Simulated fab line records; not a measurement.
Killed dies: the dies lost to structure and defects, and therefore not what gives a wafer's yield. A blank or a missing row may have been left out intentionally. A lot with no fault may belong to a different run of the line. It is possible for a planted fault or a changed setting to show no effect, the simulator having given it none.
Matching of chambers ; flow sky130 ; cmp-01 running SKY_CONTACT_CMP_04: 4 sister chambers
The step polishes SiO2. 4 wafers are shown with their chamber, then 8 later ones without.

EACH WAFER AND ITS CHAMBER
wafer;chamber;motor current A (A)
L975.4;3;12.9
L989.3;1;10.5
L989.4;0;12.5
L990.1;2;12.7

WAFERS WHOSE CHAMBER IS MISSING
wafer;motor current A (A)
L990.4;12.3
L990.6;13.0
L991.2;10.7
L991.3;12.6
L991.6;12.2
L992.1;12.4
L992.2;10.8
L992.3;12.0

EACH ONE'S CHAMBER
wafer;from the rows above;in truth
L990.4;can't be placed: 0 or 2 or 3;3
L990.6;can't be placed: 3 or 2 or 0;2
L991.2;1;1
L991.3;can't be placed: 0 or 2 or 3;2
L991.6;can't be placed: 0 or 2 or 3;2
L992.1;can't be placed: 0 or 2 or 3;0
L992.2;1;1
L992.3;can't be placed: 0 or 2 or 3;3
2 of 8 placed correctly. Not placeable from these rows: 6 (in 6, the candidates include the true chamber). Placed wrongly: 0.
How it was worked out, from the rows above alone: a wafer's distance from a chamber is the root of the sum, over the readings, of the square of ((its reading less the chamber's mean) divided by the reading's scatter). The wafer belongs to the nearest chamber; if the next one is less than 2 further off, it can't be placed. For every chamber, the mean is computed from those of its wafers that are shown. The scatter (one wafer shown for each chamber): square how far every hidden wafer sits from the nearest shown wafer, average those squares and take the square root.
